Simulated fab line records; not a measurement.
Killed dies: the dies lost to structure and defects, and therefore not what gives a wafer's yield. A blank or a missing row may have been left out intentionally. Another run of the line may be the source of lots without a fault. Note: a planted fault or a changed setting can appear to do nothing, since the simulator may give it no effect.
Lot-split experiment :: flow gf180mcu :: route with 602 steps; 5 lots, 23 wafers read

## THE SPLIT
At GF_DUAL_GATE_OXIDATION_02 (stabilise 600 s, purge 300 s, target thk 10.887 nm), the setting ox_time_s was moved away from the recipe's 1602 s on 15 of the 23 wafers read, by -13.2% to +4.5%. All remaining wafers had this setting at the recipe value.

The file shows no step between the split and the reading.

## THE READING
Values of DUAL_GATE_OXIDATION_00_THK in nm from GF_DUAL_GATE_THK_MEAS_03. A value of 10.90 nm with a standard deviation of 0.22 nm is what fault-free wafers of this fab line usually give.

wafer: L074.1
tool, chamber at the split: -, -
ox_time_s as run, s: 1602
against the recipe: recipe
DUAL_GATE_OXIDATION_00_THK, nm: 11.04
against lot-mates on the recipe: -

wafer: L074.3
tool, chamber at the split: -, -
ox_time_s as run, s: 1602
against the recipe: recipe
DUAL_GATE_OXIDATION_00_THK, nm: 10.85
against lot-mates on the recipe: -

wafer: L074.4
tool, chamber at the split: -, -
ox_time_s as run, s: 1602
against the recipe: recipe
DUAL_GATE_OXIDATION_00_THK, nm: 10.69
against lot-mates on the recipe: -

wafer: L074.5
tool, chamber at the split: -, -
ox_time_s as run, s: 1602
against the recipe: recipe
DUAL_GATE_OXIDATION_00_THK, nm: 10.92
against lot-mates on the recipe: -

wafer: L074.6
tool, chamber at the split: -, -
ox_time_s as run, s: 1602
against the recipe: recipe
DUAL_GATE_OXIDATION_00_THK, nm: 10.68
against lot-mates on the recipe: -

wafer: L076.1
tool, chamber at the split: -, -
ox_time_s as run, s: 1674
against the recipe: +4.5%
DUAL_GATE_OXIDATION_00_THK, nm: 11.15
against lot-mates on the recipe: no lot-mate on the recipe

wafer: L076.2
tool, chamber at the split: -, -
ox_time_s as run, s: 1674
against the recipe: +4.5%
DUAL_GATE_OXIDATION_00_THK, nm: 11.38
against lot-mates on the recipe: no lot-mate on the recipe

wafer: L076.3
tool, chamber at the split: -, -
ox_time_s as run, s: 1674
against the recipe: +4.5%
DUAL_GATE_OXIDATION_00_THK, nm: 11.27
against lot-mates on the recipe: no lot-mate on the recipe

wafer: L076.5
tool, chamber at the split: -, -
ox_time_s as run, s: 1674
against the recipe: +4.5%
DUAL_GATE_OXIDATION_00_THK, nm: 11.38
against lot-mates on the recipe: no lot-mate on the recipe

wafer: L076.6
tool, chamber at the split: -, -
ox_time_s as run, s: 1674
against the recipe: +4.5%
DUAL_GATE_OXIDATION_00_THK, nm: 11.22
against lot-mates on the recipe: no lot-mate on the recipe

wafer: L078.1
tool, chamber at the split: -, -
ox_time_s as run, s: 1474
against the recipe: -8.0%
DUAL_GATE_OXIDATION_00_THK, nm: 10.12
against lot-mates on the recipe: no lot-mate on the recipe

wafer: L078.2
tool, chamber at the split: -, -
ox_time_s as run, s: 1474
against the recipe: -8.0%
DUAL_GATE_OXIDATION_00_THK, nm: 10.38
against lot-mates on the recipe: no lot-mate on the recipe

wafer: L078.3
tool, chamber at the split: -, -
ox_time_s as run, s: 1474
against the recipe: -8.0%
DUAL_GATE_OXIDATION_00_THK, nm: 10.21
against lot-mates on the recipe: no lot-mate on the recipe

wafer: L078.4
tool, chamber at the split: -, -
ox_time_s as run, s: 1474
against the recipe: -8.0%
DUAL_GATE_OXIDATION_00_THK, nm: 9.93
against lot-mates on the recipe: no lot-mate on the recipe

wafer: L078.5
tool, chamber at the split: -, -
ox_time_s as run, s: 1474
against the recipe: -8.0%
DUAL_GATE_OXIDATION_00_THK, nm: 10.26
against lot-mates on the recipe: no lot-mate on the recipe

wafer: L083.1
tool, chamber at the split: -, -
ox_time_s as run, s: 1391
against the recipe: -13.2%
DUAL_GATE_OXIDATION_00_THK, nm: 9.91
against lot-mates on the recipe: no lot-mate on the recipe

wafer: L083.2
tool, chamber at the split: -, -
ox_time_s as run, s: 1391
against the recipe: -13.2%
DUAL_GATE_OXIDATION_00_THK, nm: 9.86
against lot-mates on the recipe: no lot-mate on the recipe

wafer: L083.3
tool, chamber at the split: -, -
ox_time_s as run, s: 1391
against the recipe: -13.2%
DUAL_GATE_OXIDATION_00_THK, nm: 9.94
against lot-mates on the recipe: no lot-mate on the recipe

wafer: L083.4
tool, chamber at the split: -, -
ox_time_s as run, s: 1391
against the recipe: -13.2%
DUAL_GATE_OXIDATION_00_THK, nm: 9.98
against lot-mates on the recipe: no lot-mate on the recipe

wafer: L083.6
tool, chamber at the split: -, -
ox_time_s as run, s: 1391
against the recipe: -13.2%
DUAL_GATE_OXIDATION_00_THK, nm: 9.91
against lot-mates on the recipe: no lot-mate on the recipe

wafer: L084.1
tool, chamber at the split: furnace-02, 0
ox_time_s as run, s: 1602
against the recipe: recipe
DUAL_GATE_OXIDATION_00_THK, nm: 11.06
against lot-mates on the recipe: -

wafer: L084.4
tool, chamber at the split: furnace-02, 0
ox_time_s as run, s: 1602
against the recipe: recipe
DUAL_GATE_OXIDATION_00_THK, nm: 11.07
against lot-mates on the recipe: -

wafer: L084.6
tool, chamber at the split: furnace-02, 0
ox_time_s as run, s: 1602
against the recipe: recipe
DUAL_GATE_OXIDATION_00_THK, nm: 11.00
against lot-mates on the recipe: -

FIT RESULTS
A straight line over all 23 wafers: DUAL_GATE_OXIDATION_00_THK changes by +0.0795 nm for each +1% of ox_time_s; r = +0.97; the points scatter about the line by 0.14 nm.
Too few moved wafers with a lot-mate on the recipe to fit a line net of each lot's own level.

## THE WHOLE CHAIN: every reading that the file lists as answering this split, in the file's order
step: GF_DUAL_GATE_OXIDATION_02
what it does: stabilise 600 s, purge 300 s, target thk 10.887 nm
reading: SiO2_of_DUAL_GATE_OXIDATION_02.thk_nm (the simulator's own value, which no gauge read)
change (the file's fit): +0.0785 nm for each +1% of the setting
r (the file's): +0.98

step: GF_DUAL_GATE_THK_MEAS_03
what it does: 
reading: DUAL_GATE_OXIDATION_00_THK
change (the file's fit): +0.0793 for each +1% of the setting
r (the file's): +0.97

step: GF_DUAL_GATE_CLEAN_14
what it does: cleans in SC1/SC2, time 150 s
reading: SiO2_of_DUAL_GATE_OXIDATION_02.thk_nm (the simulator's own value, which no gauge read)
change (the file's fit): +0.078 nm for each +1% of the setting
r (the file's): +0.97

step: GF_DUAL_GATE_OXIDATION_15
what it does: stabilise 600 s, purge 300 s, target thk 7.098 nm
reading: SiO2_of_DUAL_GATE_OXIDATION_02.thk_nm (the simulator's own value, which no gauge read)
change (the file's fit): +0.102 nm for each +1% of the setting
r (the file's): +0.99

## THE FILE'S OWN FIT
DUAL_GATE_OXIDATION_00_THK changes by +0.0793 nm for each +1% of ox_time_s, r = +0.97.
